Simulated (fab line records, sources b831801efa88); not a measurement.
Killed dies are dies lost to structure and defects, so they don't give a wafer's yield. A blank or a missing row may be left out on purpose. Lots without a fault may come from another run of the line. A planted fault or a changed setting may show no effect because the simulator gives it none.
fab line records | flow gf180mcu
record lots=13 wafers=39 last_day=34
route steps=602 shown STI@30 HV_LDD@208
lots that met no fault: from a run of the same line without faults
start_h: hours from the record's first day to the start of the lot's first wafer shown | wait_h: hours since the lot's step before | " the same as in the row above | L1.1+2: a row that stands for several wafers | - no value, or no start given | * or withheld: withheld | < > ~ a bound
route shown NAME@n: a module of which the file shows steps, and the number in the route of the first | usual: mean/standard deviation of fault-free wafers | same: alike in all rows | chamber/n: place in a boat | sites: the reading at each site | _std_site: their standard deviation | _edge_site: outer sites' mean less inner sites' | radius_mm: how far each site lies from the wafer's centre | mask NAME#n: copy n | behind: the tool/chamber that last shaped the wafer | hold: why the lot was held/for how many hours/how that ended | device: the transistor (n, p or np) that didn't switch | end of line: the same wafers' tests at the end of the route | a step without rows: its recipe alone | killed: dies lost to structure and defects at the first sort, not the wafer's yield | map: a wafer's dies, x killed, . not, _ none there
set.NAME: the setting as run; set.NAME@STEP: as run at that earlier step | model.NAME: the simulator's own value behind a step, which no gauge read
steps of the route over a sample of lots; a table a step, a row a wafer
services: from which hour (start_h, from the record's first day; less than 0 if before it) a tool's chamber was out of use, for how many hours, and why
## steps
# step GF_STI_OXIDATION_29
# recipe temp_c=900 ambient=O2 stabilise_s=600 purge_s=300 target_thk_a=100 ox_time_s=1418
# usual zone_power_centre_pct=21.8/0.87
# columns lot.wafer tool chamber start_h wait_h zone_power_centre_pct
L478.2 furnace-01 0 34.50 0.0 22.5
L478.3 " 0 " " 22.0
L478.4 " 0 " " 22.9
L480.1 furnace-01 0 45.79 0.0 22.4
L480.4 " 0 " " 22.3
L480.5 " 0 " " 22.4
L481.2 furnace-01 0 49.48 0.0 22.5
L481.5 " 0 " " 22.2
L481.6 " 0 " " 22.2
L482.4 furnace-02 0 55.36 0.8 20.3
L482.5 " 0 " " 20.4
L482.6 " 0 " " 20.5
L483.2 furnace-02 0 61.98 0.4 20.7
L483.3 " 0 " " 20.4
L483.4 " 0 " " 20.6
L484.1 furnace-01 0 64.24 0.0 22.3
L484.4 " 0 " " 22.3
L484.6 " 0 " " 22.3
L485.1 furnace-01 0 70.56 0.0 22.6
L485.2 " 0 " " 22.7
L485.6 " 0 " " 22.4
L486.3 furnace-01 0 76.51 0.7 22.2
L486.5 " 0 " " 22.7
L486.6 " 0 " " 22.4
L488.3 furnace-02 0 86.16 0.9 20.5
L488.4 " 0 " " 20.5
L488.6 " 0 " " 20.4
L489.4 furnace-02 0 91.39 1.1 20.3
L489.5 " 0 " " 20.6
L489.6 " 0 " " 20.7
L491.3 furnace-01 0 102.05 0.1 22.5
L491.4 " 0 " " 22.1
L491.5 " 0 " " 22.6
L496.4 furnace-01 0 126.19 0.0 22.4
L496.5 " 0 " " 22.4
L496.6 " 0 " " 22.5
L499.1 furnace-01 0 141.92 0.2 22.4
L499.2 " 0 " " 22.6
L499.3 " 0 " " 21.9
# step GF_STI_THK_MEAS_30
# recipe reads=SiO2_of_STI_OXIDATION_29
# usual STI_OXIDATION_02_THK=10.06/0.16
# columns lot.wafer tool chamber start_h wait_h STI_OXIDATION_02_THK[nm]
L478.2 film_metro-04 - 35.90 0.0 10.08
L478.3 " - " " 10.03
L478.4 " - " " 10.08
L480.1 film_metro-04 - 47.18 0.0 10.05
L480.4 " - " " 9.95
L480.5 " - " " 9.95
L481.2 film_metro-01 - 50.89 0.0 9.91
L481.5 " - " " 9.97
L481.6 " - " " 10.06
L482.4 film_metro-04 - 56.78 0.0 10.32
L482.5 " - " " 10.45
L482.6 " - " " 10.33
L483.2 film_metro-01 - 63.39 0.0 10.30
L483.3 " - " " 10.33
L483.4 " - " " 10.43
L484.1 film_metro-02 - 65.63 0.0 9.90
L484.4 " - " " 9.67
L484.6 " - " " 9.81
L485.1 film_metro-01 - 71.95 0.0 9.92
L485.2 " - " " 9.95
L485.6 " - " " 9.96
L486.3 film_metro-04 - 77.93 0.0 10.01
L486.5 " - " " 10.00
L486.6 " - " " 9.99
L488.3 film_metro-01 - 87.57 0.0 10.13
L488.4 " - " " 10.07
L488.6 " - " " 10.11
L489.4 film_metro-01 - 92.81 0.0 9.91
L489.5 " - " " 9.96
L489.6 " - " " 9.89
L491.3 film_metro-02 - 103.46 0.0 10.05
L491.4 " - " " 10.22
L491.5 " - " " 10.22
L496.4 film_metro-02 - 127.61 0.0 11.46
L496.5 " - " " 11.42
L496.6 " - " " 11.46
L499.1 film_metro-02 - 143.31 0.0 11.56
L499.2 " - " " 11.56
L499.3 " - " " 11.44
# step GF_HV_LDD_OVL_MEAS_32
# usual HV_LDD_02_OVL=0.2/1.4
# columns lot.wafer tool chamber start_h wait_h HV_LDD_02_OVL[nm]
L478.2 overlay-01 - 258.26 0.1 -0.6
L478.3 " - " " 3.2
L478.4 " - " " 2.0
L480.1 overlay-01 - 276.16 0.1 0.0
L480.4 " - " " -0.4
L480.5 " - " " -0.6
L481.2 overlay-01 - 285.01 0.1 1.3
L481.5 " - " " 0.0
L481.6 " - " " 0.5
L482.4 overlay-01 - 297.47 0.1 -0.5
L482.5 " - " " -0.8
L482.6 " - " " -1.4
L483.2 overlay-01 - 301.46 0.1 -2.3
L483.3 " - " " -0.6
L483.4 " - " " -0.6
L484.1 overlay-02 - 304.71 0.1 3.6
L484.4 " - " " 1.7
L484.6 " - " " 1.9
L485.1 overlay-02 - 315.91 0.1 1.9
L485.2 " - " " 0.9
L485.6 " - " " 0.1
L486.3 overlay-02 - 324.67 0.1 0.2
L486.5 " - " " -2.7
L486.6 " - " " -0.3
L488.3 overlay-01 - 338.37 0.1 1.9
L488.4 " - " " -0.6
L488.6 " - " " 0.1
L489.4 overlay-02 - 346.54 0.1 -0.6
L489.5 " - " " 0.8
L489.6 " - " " -0.5
L491.3 overlay-01 - 361.47 0.1 -0.2
L491.4 " - " " 2.8
L491.5 " - " " 2.4
L496.4 overlay-01 - 400.42 0.1 -2.0
L496.5 " - " " -2.7
L496.6 " - " " 0.5
L499.1 overlay-01 - 423.25 0.1 -0.5
L499.2 " - " " -1.4
L499.3 " - " " 0.5
# step GF_HV_LDD_THK_MEAS_55
# recipe reads=SiO2_of_HV_LDD_CVD_54
# usual HV_LDD_CVD_54_THK=10.00/0.14
# columns lot.wafer tool chamber start_h wait_h HV_LDD_CVD_54_THK[nm]
L478.2 film_metro-03 - 280.52 0.0 10.12
L478.3 " - " " 10.12
L478.4 " - " " 10.15
L480.1 film_metro-04 - 299.78 0.0 9.85
L480.4 " - " " 9.88
L480.5 " - " " 9.91
L481.2 film_metro-04 - 307.73 0.0 9.91
L481.5 " - " " 9.86
L481.6 " - " " 9.81
L482.4 film_metro-03 - 319.99 0.0 10.03
L482.5 " - " " 9.85
L482.6 " - " " 9.84
L483.2 film_metro-04 - 324.07 0.0 10.02
L483.3 " - " " 10.05
L483.4 " - " " 9.90
L484.1 film_metro-04 - 327.97 0.0 10.28
L484.4 " - " " 10.32
L484.6 " - " " 10.44
L485.1 film_metro-03 - 340.31 0.0 9.77
L485.2 " - " " 9.87
L485.6 " - " " 9.84
L486.3 film_metro-03 - 348.33 0.0 9.83
L486.5 " - " " 9.89
L486.6 " - " " 9.96
L488.3 film_metro-03 - 360.78 0.0 9.92
L488.4 " - " " 9.85
L488.6 " - " " 9.92
L489.4 film_metro-04 - 371.04 0.0 9.91
L489.5 " - " " 9.99
L489.6 " - " " 10.04
L491.3 film_metro-03 - 385.23 0.0 10.04
L491.4 " - " " 10.05
L491.5 " - " " 10.09
L496.4 film_metro-04 - 426.49 0.0 10.02
L496.5 " - " " 10.07
L496.6 " - " " 9.97
L499.1 film_metro-04 - 449.74 0.0 10.22
L499.2 " - " " 10.10
L499.3 " - " " 10.16
# step GF_HV_LDD_ETCHBACK_58
# recipe chemistry=CH3F/O2 target=Si3N4 stop_on=SiO2 source_w=400 bias_w=80 pressure_mtorr=25 ch3f_flow_sccm=40 O2_flow_sccm=30 time_s=100 target_depth_a=900
# usual drypump_motor_current_A=5.7/0.55 oes_product_au=0.842/0.0061 throttle_valve_pct=10.561/0.0093
# columns lot.wafer tool chamber start_h wait_h drypump_motor_current_A oes_product_au rf_hours_counter_h throttle_valve_pct
L478.2 rie_diel-04 0 282.06 0.0 4.7 0.848 4 10.561
L478.3 " 0 " " 4.7 0.845 - 10.549
L478.4 " 1 " " 5.9 0.859 - 10.568
L480.1 rie_diel-01 0 301.33 0.1 5.9 0.845 41 10.553
L480.4 " 2 " " 6.3 0.851 - 10.544
L480.5 " 0 " " 5.9 0.847 - 10.565
L481.2 rie_diel-04 3 309.26 0.0 6.0 0.838 3 10.545
L481.5 " 2 " " 6.4 0.846 - 10.581
L481.6 " 3 " " 5.9 0.835 - 10.562
L482.4 rie_diel-04 3 321.51 0.0 5.9 0.836 3 10.571
L482.5 " 2 " " 6.4 0.842 - 10.563
L482.6 " 1 " " 5.9 0.839 - 10.560
L483.2 rie_diel-03 1 325.61 0.0 5.6 0.832 16 10.572
L483.3 " 0 " " 5.3 0.841 127 10.552
L483.4 " 2 " " 6.3 0.843 50 10.550
L484.1 rie_diel-03 1 329.52 0.1 5.6 0.848 16 10.574
L484.4 " 3 " " 5.0 0.847 4 10.547
L484.6 " 2 " " 6.3 0.846 - 10.556
L485.1 rie_diel-04 1 342.58 0.1 5.9 0.831 4 10.551
L485.2 " 2 " " 6.4 0.834 114 10.555
L485.6 " 3 " " 6.0 0.835 - 10.557
L486.3 rie_diel-04 1 351.04 0.0 5.9 0.841 4 10.561
L486.5 " 1 " " 5.8 0.827 - 10.564
L486.6 " 2 " " 6.4 0.828 - 10.568
L488.3 rie_diel-04 2 362.31 0.0 6.4 0.839 114 10.562
L488.4 " 0 " " 4.7 0.847 7 10.558
L488.6 " 2 " " 6.4 0.842 - 10.557
L489.4 rie_diel-04 0 372.56 0.0 4.7 0.835 7 10.548
L489.5 " 2 " " 6.4 0.845 - 10.556
L489.6 " 3 " " 6.0 0.842 - 10.555
L491.3 rie_diel-03 3 386.76 0.0 5.0 0.848 5 10.561
L491.4 " 2 " " 6.3 0.853 51 10.573
L491.5 " 2 " " 6.3 0.850 - 10.568
L496.4 rie_diel-03 1 428.01 0.0 5.6 0.842 20 10.547
L496.5 " 0 " " 5.3 0.837 - 10.553
L496.6 " 3 " " 5.1 0.852 - 10.577
L499.1 rie_diel-03 1 451.29 0.1 5.6 0.845 20 10.566
L499.2 " 0 " " 5.3 0.842 3 10.563
L499.3 " 3 " " 5.1 0.843 7 10.556
## services
# columns tool chamber start_h hours kind
furnace-01 - 22.92 3.3 pm
rie_diel-03 - 24.61 0.2 repair
rie_diel-04 1 59.71 1.7 repair
rie_diel-03 1 66.03 12.3 repair
rie_diel-03 2 66.50 2.4 repair
furnace-01 - 91.69 4.8 pm
rie_diel-04 0 106.00 3.8 repair
rie_diel-04 3 131.99 5.0 repair
rie_diel-03 - 154.38 0.5 repair
rie_diel-04 1 154.78 12.2 repair
rie_diel-03 2 158.70 1.6 repair
furnace-01 - 190.90 3.2 pm
rie_diel-04 - 240.59 0.5 repair
rie_diel-03 - 249.10 2.8 pm
rie_diel-03 0 252.22 4.6 repair
rie_diel-04 3 271.47 12.1 repair
rie_diel-03 0 279.46 6.5 repair
rie_diel-04 2 280.20 3.6 repair
rie_diel-04 2 330.91 5.9 repair
furnace-01 - 358.90 3.0 pm
furnace-01 - 372.87 3.8 pm
rie_diel-04 - 377.09 2.8 pm
rie_diel-04 - 393.57 0.2 repair
rie_diel-03 0 397.85 4.0 repair
## key
first_sign step=GF_STI_THK_MEAS_30 reading=STI_OXIDATION_02_THK direction=up sigmas=9.1 usual=10.06 struck=11.48
effect none on later readings
met_at GF_STI_OXIDATION_29
struck_lots L496,L499
tester_left_out L496,L499
not_acting_at GF_HV_LDD_OVL_MEAS_32,GF_HV_LDD_THK_MEAS_55,GF_HV_LDD_ETCHBACK_58
onset_between 102.05 126.19
also_fits time
fault kind=process_parameter_drift tool=furnace-01 chamber=- onset_h=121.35 steps=GF_STI_OXIDATION_29 channel=ox_time_s offset=* shape=step end_h=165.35 acts_in=* stated=*
# tester_left_out: of these lots the tester's yield and bins aren't shown, on N5 and GAA mostly nor the transistor test; their killed dies are dies lost to structure and defects alone, not to doping, threshold or leakage, so they don't give the yield
